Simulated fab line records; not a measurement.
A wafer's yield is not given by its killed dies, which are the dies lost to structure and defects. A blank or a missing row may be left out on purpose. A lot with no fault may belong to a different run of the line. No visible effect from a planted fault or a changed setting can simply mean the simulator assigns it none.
Check of tool commonality / flow sky130 / Sampled: 15 lots, 45 wafers

== REASON IT WAS OPENED ==
At SKY_DNWELL_TW_MEAS_09 the reading DNWELL_TW is flagged on 3 of 15 lots. No-fault wafers: 1112, standard deviation 7.5.
Rule: a lot is flagged in two cases, either no wafer of it has a number, or all its wafers with numbers fall more than 4 standard deviations from that mean. All remaining lots are regarded as sound.

lot=L510; measured=day 3 06:29; on=film-metro-01; DNWELL_TW, wafer by wafer=1107 1106 1109; flag=
lot=L511; measured=day 3 13:13; on=film-metro-01; DNWELL_TW, wafer by wafer=1114 1114 1113; flag=
lot=L512; measured=day 3 16:48; on=film-metro-01; DNWELL_TW, wafer by wafer=1108 1103 1109; flag=
lot=L513; measured=day 3 20:30; on=film-metro-01; DNWELL_TW, wafer by wafer=1110 1109 1104; flag=
lot=L517; measured=day 4 18:44; on=film-metro-01; DNWELL_TW, wafer by wafer=30 30 30; flag=FLAGGED
lot=L518; measured=day 5 00:55; on=film-metro-04; DNWELL_TW, wafer by wafer=30 30 30; flag=FLAGGED
lot=L519; measured=day 5 06:32; on=film-metro-03; DNWELL_TW, wafer by wafer=30 30 30; flag=FLAGGED
lot=L522; measured=day 5 22:11; on=film-metro-01; DNWELL_TW, wafer by wafer=1103 1096 1108; flag=
lot=L526; measured=day 6 20:36; on=film-metro-01; DNWELL_TW, wafer by wafer=1108 1106 1107; flag=
lot=L527; measured=day 7 15:56; on=film-metro-04; DNWELL_TW, wafer by wafer=1118 1113 1110; flag=
lot=L529; measured=day 7 23:50; on=film-metro-01; DNWELL_TW, wafer by wafer=1121 1122 1122; flag=
lot=L528; measured=day 7 23:51; on=film-metro-03; DNWELL_TW, wafer by wafer=1107 1107 1108; flag=
lot=L531; measured=day 8 02:40; on=film-metro-03; DNWELL_TW, wafer by wafer=1114 1118 1114; flag=
lot=L530; measured=day 8 03:00; on=film-metro-01; DNWELL_TW, wafer by wafer=1122 1126 1126; flag=
lot=L533; measured=day 8 14:16; on=film-metro-04; DNWELL_TW, wafer by wafer=1115 1109 1119; flag=
Flagged lots average 30: -1082 relative to the usual, that is -99 or more standard deviations.

== TOOL THAT RAN EACH LOT ==
Before the reading, the record contains 2 process steps out of a 708-step route. Each cell gives the tool, then ch followed by the chambers the sampled wafers passed through, then the start.
lot=L510; flag=; SKY_FIELD_ISO_ETCH_14=rie-diel-04 ch 0,2, day 2 07:25; SKY_DNWELL_DEVELOP_06=litho-track-04 ch 0, day 3 06:00
lot=L511; flag=; SKY_FIELD_ISO_ETCH_14=rie-diel-04 ch 0,3, day 2 11:19; SKY_DNWELL_DEVELOP_06=litho-track-03 ch 0, day 3 12:00
lot=L512; flag=; SKY_FIELD_ISO_ETCH_14=rie-diel-01 ch 0,2,3, day 2 16:07; SKY_DNWELL_DEVELOP_06=litho-track-02 ch 0, day 3 16:00
lot=L513; flag=; SKY_FIELD_ISO_ETCH_14=rie-diel-02 ch 0,2,3, day 2 19:53; SKY_DNWELL_DEVELOP_06=litho-track-02 ch 0, day 3 20:00
lot=L517; flag=FLAGGED; SKY_FIELD_ISO_ETCH_14=rie-diel-02 ch 0,1,2, day 3 19:23; SKY_DNWELL_DEVELOP_06=litho-track-02, day 4 18:00
lot=L518; flag=FLAGGED; SKY_FIELD_ISO_ETCH_14=rie-diel-01 ch 0,1,2, day 3 22:32; SKY_DNWELL_DEVELOP_06=litho-track-04, day 5 00:00
lot=L519; flag=FLAGGED; SKY_FIELD_ISO_ETCH_14=rie-diel-04 ch 0,1,2, day 4 05:16; SKY_DNWELL_DEVELOP_06=litho-track-04, day 5 06:00
lot=L522; flag=; SKY_FIELD_ISO_ETCH_14=rie-diel-02 ch 0,1,3, day 4 18:04; SKY_DNWELL_DEVELOP_06=litho-track-02 ch 0, day 5 21:00
lot=L526; flag=; SKY_FIELD_ISO_ETCH_14=rie-diel-02 ch 1,2,3, day 5 16:19; SKY_DNWELL_DEVELOP_06=litho-track-02 ch 0, day 6 20:00
lot=L527; flag=; SKY_FIELD_ISO_ETCH_14=rie-diel-01 ch 2,3, day 5 22:50; SKY_DNWELL_DEVELOP_06=litho-track-02 ch 0, day 7 15:00
lot=L529; flag=; SKY_FIELD_ISO_ETCH_14=rie-diel-04 ch 1,3, day 6 09:28; SKY_DNWELL_DEVELOP_06=litho-track-02 ch 0, day 7 23:00
lot=L528; flag=; SKY_FIELD_ISO_ETCH_14=rie-diel-02 ch 0,3, day 6 05:22; SKY_DNWELL_DEVELOP_06=litho-track-04 ch 0, day 7 23:00
lot=L531; flag=; SKY_FIELD_ISO_ETCH_14=rie-diel-01 ch 0,1,3, day 6 17:41; SKY_DNWELL_DEVELOP_06=litho-track-04 ch 0, day 8 02:00
lot=L530; flag=; SKY_FIELD_ISO_ETCH_14=rie-diel-04 ch 1,3, day 6 14:14; SKY_DNWELL_DEVELOP_06=litho-track-04 ch 0, day 8 02:00
lot=L533; flag=; SKY_FIELD_ISO_ETCH_14=rie-diel-01 ch 1,2, day 7 08:43; SKY_DNWELL_DEVELOP_06=litho-track-04 ch 0, day 8 13:00
These steps, and what they do:
- SKY_FIELD_ISO_ETCH_14: etches BARC in N2/H2, stops on SiO2, time 45.9 s, target depth 60 nm.
- SKY_DNWELL_DEVELOP_06: develop time 60 s.
- SKY_DNWELL_TW_MEAS_09

== FLAGGED OVER TOTAL, TOOL BY TOOL (the gauges that took the reading come last) ==
step=SKY_FIELD_ISO_ETCH_14; tool=rie-diel-01; lots run=5; flagged=1; share of the flagged lots=some; sound lots run after its first flagged lot=3 (L527,L531,L533)
step=SKY_FIELD_ISO_ETCH_14; tool=rie-diel-02; lots run=5; flagged=1; share of the flagged lots=some; sound lots run after its first flagged lot=3 (L522,L526,L528)
step=SKY_FIELD_ISO_ETCH_14; tool=rie-diel-04; lots run=5; flagged=1; share of the flagged lots=some; sound lots run after its first flagged lot=2 (L529,L530)
step=SKY_DNWELL_DEVELOP_06; tool=litho-track-02; lots run=7; flagged=1; share of the flagged lots=some; sound lots run after its first flagged lot=4 (L522,L526,L527,L529)
step=SKY_DNWELL_DEVELOP_06; tool=litho-track-03; lots run=1; flagged=0; share of the flagged lots=none; sound lots run after its first flagged lot=-
step=SKY_DNWELL_DEVELOP_06; tool=litho-track-04; lots run=7; flagged=2; share of the flagged lots=some; sound lots run after its first flagged lot=4 (L528,L531,L530,L533)
step=SKY_DNWELL_TW_MEAS_09; tool=film-metro-01; lots run=9; flagged=1; share of the flagged lots=some; sound lots run after its first flagged lot=4 (L522,L526,L529,L530)
step=SKY_DNWELL_TW_MEAS_09; tool=film-metro-03; lots run=3; flagged=1; share of the flagged lots=some; sound lots run after its first flagged lot=2 (L528,L531)
step=SKY_DNWELL_TW_MEAS_09; tool=film-metro-04; lots run=3; flagged=1; share of the flagged lots=some; sound lots run after its first flagged lot=2 (L527,L533)

== THE TABLE: WHAT IT ALLOWS ==
No row of the table ran every flagged lot.

== WHAT THE SIMULATOR PUT IN ==
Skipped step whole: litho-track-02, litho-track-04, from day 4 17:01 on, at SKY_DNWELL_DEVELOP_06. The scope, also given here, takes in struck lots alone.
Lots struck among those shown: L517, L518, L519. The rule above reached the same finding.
